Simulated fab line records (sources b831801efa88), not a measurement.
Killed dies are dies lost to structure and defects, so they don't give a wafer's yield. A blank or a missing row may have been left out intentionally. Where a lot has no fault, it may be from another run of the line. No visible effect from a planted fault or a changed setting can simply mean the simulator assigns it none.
Which tool did it? ; flow sky130 ; 15 lots, 45 wafers sampled, at 7 steps of a route of 708

## WHAT EACH GAUGE READ, for each wafer
SKY_SD_N_TW_MEAS_12. Usual: SD_N_TW typically reads 3968, with standard deviation 26.
lot;measured;on;SD_N_TW;flag
L223;day 28 03:31;film-metro-04;3936 3942 3941;
L225;day 28 16:49;film-metro-02;3991 3960 3967;
L227;day 29 11:46;film-metro-02;3986 3997 3994;
L230;day 30 18:28;film-metro-04;3972 3953 3976;
L231;day 31 05:25;film-metro-04;3964 3923 3944;
L234;day 31 16:44;film-metro-04;3925 3936 3940;
L235;day 32 10:03;film-metro-04;1381 1374 1381;OFF
L236;day 32 19:27;film-metro-02;1384 1393 1381;OFF
L237;day 32 20:13;film-metro-02;1390 1386 1391;OFF
L238;day 33 05:40;film-metro-03;4004 3988 3982;
L239;day 33 17:43;film-metro-04;3960 3965 3950;
L243;day 35 00:23;film-metro-02;3952 3960 3981;
L244;day 35 02:53;film-metro-04;3932 3952 3974;
L246;day 35 06:49;film-metro-02;3995 3974 3997;
L245;day 35 10:58;film-metro-04;3940 3962 3949;

SKY_SD_N_RS_MEAS_16: uses a four-point probe to measure. Usual: SD_N_RS typically reads 68.58 ohm/sq, with standard deviation 0.13.
lot;measured;on;SD_N_RS (ohm/sq);flag
L223;day 28 03:49;film-metro-03;68.44 68.53 68.47;
L225;day 28 17:07;film-metro-04;68.49 68.48 68.68;
L227;day 29 12:03;film-metro-02;68.65 68.51 68.59;
L230;day 30 18:44;film-metro-02;68.84 68.97 68.65;
L231;day 31 05:43;film-metro-03;68.34 68.57 68.40;
L234;day 31 17:02;film-metro-02;68.55 68.44 68.63;
L235;day 32 10:20;film-metro-02;443.81 442.79 444.65;OFF
L236;day 32 19:45;film-metro-02;442.81 440.93 441.20;OFF
L237;day 32 20:30;film-metro-03;440.14 441.15 440.89;OFF
L238;day 33 05:57;film-metro-04;68.58 68.50 68.40;
L239;day 33 18:01;film-metro-03;68.64 68.56 68.43;
L243;day 35 00:41;film-metro-04;68.39 68.40 68.30;
L244;day 35 03:11;film-metro-04;68.41 68.72 68.65;
L246;day 35 07:07;film-metro-04;68.65 68.63 68.50;
L245;day 35 11:16;film-metro-02;68.80 68.66 68.73;

SKY_SD_N_RS_MEAS_17: uses a four-point probe to measure. Usual: SD_P_RS typically reads 147.1 ohm/sq, with standard deviation 0.45.
lot;measured;on;SD_P_RS (ohm/sq);flag
L223;day 28 03:56;film-metro-03;146.8 147.0 147.1;
L225;day 28 17:14;film-metro-04;146.9 146.8 146.8;
L227;day 29 12:10;film-metro-02;147.5 147.4 147.4;
L230;day 30 18:52;film-metro-02;147.2 147.9 147.5;
L231;day 31 05:50;film-metro-03;146.6 147.0 146.8;
L234;day 31 17:09;film-metro-02;146.7 146.5 146.9;
L238;day 33 06:04;film-metro-04;147.0 146.9 147.0;
L239;day 33 18:08;film-metro-03;146.6 147.0 146.8;
L243;day 35 00:49;film-metro-04;146.0 146.2 146.5;
L244;day 35 03:19;film-metro-04;147.0 146.5 147.2;
L246;day 35 07:14;film-metro-04;147.1 147.3 147.1;
L245;day 35 11:23;film-metro-02;147.6 147.2 147.5;

SKY_LI_CONTACT_BOW_MEAS_03. Usual: LI_CONTACT_BOW typically reads 55 um, with standard deviation 7.2.
lot;measured;on;LI_CONTACT_BOW (um);flag
L223;day 28 04:40;film-metro-03;49 57 49;
L225;day 28 17:58;film-metro-02;74 50 59;
L227;day 29 12:53;film-metro-04;43 61 51;
L230;day 30 19:35;film-metro-04;47 53 56;
L231;day 31 06:34;film-metro-04;65 57 53;
L234;day 31 17:52;film-metro-02;58 67 56;
L238;day 33 06:47;film-metro-04;48 51 42;
L239;day 33 18:52;film-metro-03;51 56 48;
L243;day 35 01:33;film-metro-04;38 48 69;
L244;day 35 04:02;film-metro-02;59 52 46;
L246;day 35 08:04;film-metro-02;44 48 48;
L245;day 35 12:07;film-metro-03;60 52 68;

## WHAT TOOL EACH LOT RAN ON (gives the tool, then ch and the chambers of the sampled wafers, and finally the start)
lot;SKY_SD_P_STRIP_10;SKY_SD_N_IMPLANT_09;SKY_SD_N_STRIP_11
L223;plasma-asher-02 ch 0,1, day 25 17:25;implanter-04 ch 0, day 28 03:08;plasma-asher-03 ch 0,1, day 28 03:25
L225;plasma-asher-03 ch 0,1, day 26 07:12;implanter-01 ch 0, day 28 16:28;plasma-asher-03 ch 0,1, day 28 16:43
L227;plasma-asher-02 ch 0, day 27 01:37;implanter-01 ch 0, day 29 11:22;plasma-asher-03 ch 0,1, day 29 11:40
L230;plasma-asher-02 ch 0,1, day 28 10:34;implanter-01 ch 0, day 30 18:04;plasma-asher-01 ch 0,1, day 30 18:22
L231;plasma-asher-01 ch 0,1, day 28 20:22;implanter-04 ch 0, day 31 05:02;plasma-asher-04 ch 0,1, day 31 05:19
L234;plasma-asher-02 ch 0,1, day 29 08:15;implanter-03 ch 0, day 31 16:22;plasma-asher-01 ch 0,1, day 31 16:38
L235;plasma-asher-03 ch 0,1, day 30 03:14;implanter-01, day 32 09:39;plasma-asher-03 ch 0,1, day 32 09:57
L236;plasma-asher-02 ch 0,1, day 30 11:21;implanter-03, day 32 19:05;plasma-asher-04 ch 0,1, day 32 19:22
L237;plasma-asher-01 ch 0,1, day 30 13:58;implanter-01, day 32 19:49;plasma-asher-01 ch 0,1, day 32 20:07
L238;plasma-asher-03 ch 0,1, day 30 23:07;implanter-03 ch 0, day 33 05:16;plasma-asher-03 ch 0,1, day 33 05:34
L239;plasma-asher-01 ch 0,1, day 31 10:52;implanter-03 ch 0, day 33 17:20;plasma-asher-03 ch 0,1, day 33 17:37
L243;plasma-asher-03 ch 0,1, day 32 19:07;implanter-01 ch 0, day 35 00:01;plasma-asher-01 ch 0,1, day 35 00:17
L244;plasma-asher-03 ch 0,1, day 32 21:39;implanter-04 ch 0, day 35 02:31;plasma-asher-01 ch 0,1, day 35 02:48
L246;plasma-asher-03 ch 0,1, day 33 01:13;implanter-03 ch 0, day 35 06:26;plasma-asher-01 ch 1, day 35 06:43
L245;plasma-asher-02 ch 0,1, day 33 05:43;implanter-01 ch 0, day 35 10:35;plasma-asher-04 ch 0,1, day 35 10:52
- SKY_SD_P_STRIP_10: strips in O2/N2.
- SKY_SD_N_IMPLANT_09
- SKY_SD_N_STRIP_11: strips in O2/N2.

## AS READ BY THE TOOLS THEMSELVES (means over the sampled wafers that have a number; for cases with no such wafer, the mark the record gives instead)
SKY_SD_P_STRIP_10. Usual: drypump-motor-current-A 5.6 A, standard deviation 0.53; oes-product-au 0.618 a.u., standard deviation 0.0044; strip-time-to-endpoint-s 17.48 s, standard deviation 0.039.
lot;tool;drypump-motor-current-A (A);oes-product-au (a.u.);strip-time-to-endpoint-s (s);flag
L223;plasma-asher-02;5.2;0.617;17.48;
L225;plasma-asher-03;5.4;0.615;17.47;
L227;plasma-asher-02;5.3;0.619;17.51;
L230;plasma-asher-02;5.2;0.618;17.51;
L231;plasma-asher-01;6.4;0.619;17.49;
L234;plasma-asher-02;5.2;0.615;17.51;
L235;plasma-asher-03;5.4;0.622;17.48;
L236;plasma-asher-02;5.2;0.616;17.50;
L237;plasma-asher-01;6.4;0.618;17.48;
L238;plasma-asher-03;5.5;0.614;17.54;
L239;plasma-asher-01;6.4;0.620;17.48;
L243;plasma-asher-03;5.4;0.616;17.49;
L244;plasma-asher-03;5.4;0.623;17.50;
L246;plasma-asher-03;5.4;0.616;17.41;
L245;plasma-asher-02;5.2;0.615;17.46;

SKY_SD_N_IMPLANT_09. Usual: beam-energy-keV 49.998, standard deviation 0.017; beam-on-s 17.9 s, standard deviation 0.55.
lot;tool;beam-energy-keV;beam-on-s (s);flag
L223;implanter-04;49.992;17.6;
L225;implanter-01;49.992;18.3;
L227;implanter-01;49.997;18.3;
L230;implanter-01;49.988;18.3;
L231;implanter-04;49.988;17.1;
L234;implanter-03;49.979;17.7;
L235;implanter-01;-;-;OFF
L236;implanter-03;-;-;OFF
L237;implanter-01;-;-;OFF
L238;implanter-03;50.029;18.2;
L239;implanter-03;50.000;17.9;
L243;implanter-01;50.027;18.0;
L244;implanter-04;49.992;17.1;
L246;implanter-03;50.001;17.7;
L245;implanter-01;49.982;18.4;

SKY_SD_N_STRIP_11. Usual: drypump-motor-current-A 5.8 A, standard deviation 0.51; oes-product-au 0.526 a.u., standard deviation 0.0043; strip-time-to-endpoint-s 22.52 s, standard deviation 0.038.
lot;tool;drypump-motor-current-A (A);oes-product-au (a.u.);strip-time-to-endpoint-s (s);flag
L223;plasma-asher-03;5.4;0.524;22.57;
L225;plasma-asher-03;5.4;0.529;22.48;
L227;plasma-asher-03;5.4;0.524;22.54;
L230;plasma-asher-01;6.1;0.521;22.51;
L231;plasma-asher-04;5.8;0.527;22.56;
L234;plasma-asher-01;6.5;0.525;22.54;
L235;plasma-asher-03;5.4;0.717;14.20;OFF
L236;plasma-asher-04;6.0;0.717;14.13;OFF
L237;plasma-asher-01;6.5;0.714;14.16;OFF
L238;plasma-asher-03;5.5;0.522;22.56;
L239;plasma-asher-03;5.5;0.526;22.50;
L243;plasma-asher-01;6.1;0.530;22.54;
L244;plasma-asher-01;6.1;0.526;22.49;
L246;plasma-asher-01;5.8;0.523;22.43;
L245;plasma-asher-04;6.0;0.520;22.51;

## THE ANSWER, worked out from the rows above alone
Rule: a lot is off if the mean of its wafers that have a number lies more than 3 standard deviations from the usual mean. A lot without any number at a reading at which 4 lots or more have one is off too. All remaining lots with rows at the step are treated as sound. After the gauges, taken in route order, come the tools' own readings; for these a lot's mean is taken, as printed above. At the first step where some lot is off, the reading lying furthest off is the one used; lots without a number count as furthest.
Off: L235, L236, L237, seen at SKY_SD_N_TW_MEAS_12 (SD_N_TW).
A tool fits if, at a process step before that reading, it ran every lot that is off, and no sound lot after the first of them. The gauges at SKY_SD_N_TW_MEAS_12 aren't tried: what is off there is off at SKY_SD_N_IMPLANT_09 too, on other tools, and a gauge's error can't cause that. None of those tried fits.

## WHAT WAS PUT IN BY THE SIMULATOR
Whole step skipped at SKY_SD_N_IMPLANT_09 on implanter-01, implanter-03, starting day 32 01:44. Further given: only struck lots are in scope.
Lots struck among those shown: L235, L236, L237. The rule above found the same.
